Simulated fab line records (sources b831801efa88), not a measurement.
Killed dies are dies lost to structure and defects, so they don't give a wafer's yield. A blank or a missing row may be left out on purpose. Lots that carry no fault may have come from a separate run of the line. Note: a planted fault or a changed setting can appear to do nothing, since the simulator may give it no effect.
Which tool did it?	flow gf180mcu	33 wafers from 11 lots sampled at 5 of the route's 602 steps

## WHAT EACH GAUGE READ, for each wafer
GF_V4_BOW_MEAS_05.
lot	measured	on	V4_BOW (um)
L321	day 24 18:37	film_metro-01	143 140 145
L320	day 25 00:16	film_metro-01	147 149 140
L323	day 25 14:13	film_metro-02	122 136 126
L329	day 28 03:18	film_metro-01	114 106 106
L331	day 28 16:24	film_metro-01	100 85 107
L333	day 29 02:50	film_metro-04	137 146 133
L335	day 29 06:59	film_metro-04	138 142 134
L334	day 29 09:14	film_metro-02	135 136 142
L336	day 29 14:01	film_metro-01	139 154 154
L338	day 30 01:04	film_metro-02	143 153 138
L339	day 30 06:05	film_metro-04	140 136 144

## EACH LOT AND THE TOOL THAT RAN IT (in order: tool; ch and the chambers of the sampled wafers; start)
lot	GF_V1_SPUTTER_21	GF_M3_METAL_ETCH_16	GF_M3_STRIP_17	GF_V4_CVD_00
L321	pvd_sputter-01, day 19 13:53	rie_metal-02 ch 0,1, day 22 17:25	plasma_asher-03 ch 0,1, day 22 17:32	hdpcvd-02 ch 0,1,2, day 24 18:02
L320	pvd_sputter-01, day 19 20:49	rie_metal-02 ch 1, day 22 23:29	plasma_asher-02 ch 0,1, day 22 23:36	hdpcvd-01 ch 1,2, day 24 23:26
L323	pvd_sputter-03, day 20 11:02	rie_metal-02 ch 0,1, day 23 14:25	plasma_asher-04 ch 0,1, day 23 14:32	hdpcvd-01 ch 0,1, day 25 13:39
L329	pvd_sputter-02, day 23 09:49	rie_metal-01 ch 0,1, day 26 07:07	plasma_asher-04 ch 1, day 26 07:15	hdpcvd-01 ch 0,2, day 28 02:43
L331	pvd_sputter-01, day 24 01:06	rie_metal-02 ch 0,1, day 26 20:49	plasma_asher-04 ch 0,1, day 26 20:56	hdpcvd-01 ch 1,2, day 28 15:47
L333	pvd_sputter-02, day 24 12:34	rie_metal-03 ch 0,1, day 27 06:19	plasma_asher-03 ch 0,1, day 27 06:26	hdpcvd-01 ch 0,2, day 29 02:17
L335	pvd_sputter-01, day 24 17:19	rie_metal-02 ch 0,1, day 27 10:40	plasma_asher-04 ch 0,1, day 27 10:48	hdpcvd-01 ch 0,1,2, day 29 06:25
L334	pvd_sputter-03, day 24 20:28	rie_metal-02 ch 0,1, day 27 14:22	plasma_asher-02 ch 0,1, day 27 14:30	hdpcvd-01 ch 0,1,2, day 29 08:40
L336	pvd_sputter-03, day 25 01:46	rie_metal-01 ch 0,1, day 27 19:04	plasma_asher-04 ch 0,1, day 27 19:12	hdpcvd-01 ch 0,2, day 29 13:27
L338	pvd_sputter-02, day 25 14:02	rie_metal-02 ch 0, day 28 05:58	plasma_asher-02 ch 0,1, day 28 06:11	hdpcvd-02 ch 0,2, day 30 00:26
L339	pvd_sputter-02, day 25 20:52	rie_metal-01 ch 0,1, day 28 11:58	plasma_asher-03 ch 0,1, day 28 12:06	hdpcvd-01 ch 1,2, day 30 05:32
- GF_V1_SPUTTER_21: material Ti, target thk 15 nm, time 80.02 s.
- GF_M3_METAL_ETCH_16: etches the open film in Cl2/BCl3, stops on SiO2, target depth 750.8 nm, time 125.1 s.
- GF_M3_STRIP_17: strips in O2/N2.
- GF_V4_CVD_00: deposits SiO2, target thk 600 nm, time 100 s.

## THE ANSWER, worked out from the rows above alone
Rule: what is usual is taken from the lots themselves. The widest of any qualifying gaps counts: lots, ordered by their means at a reading, are off when they make up no more than a third of the lots, leave a main group of 4 or more, and stand apart from it by 3 or more times the standard deviation of that group's means. The tables above print the reading to a certain number of digits; a main group whose means all agree to those digits is not used. A lot without any number at a reading at which 4 lots or more have one is off too. Any other lot the step has rows for is counted as sound.
Off: at GF_V4_BOW_MEAS_05 (V4_BOW), L329, L331. Main group: mean 140 um, sd 5.7.
A tool fits if, at a process step before that reading, it ran every lot that is off, and no sound lot after the first of them. The gauges at GF_V4_BOW_MEAS_05 are tried like those tools. None of those tried fits.

## WHAT THE SIMULATOR HAD INSERTED
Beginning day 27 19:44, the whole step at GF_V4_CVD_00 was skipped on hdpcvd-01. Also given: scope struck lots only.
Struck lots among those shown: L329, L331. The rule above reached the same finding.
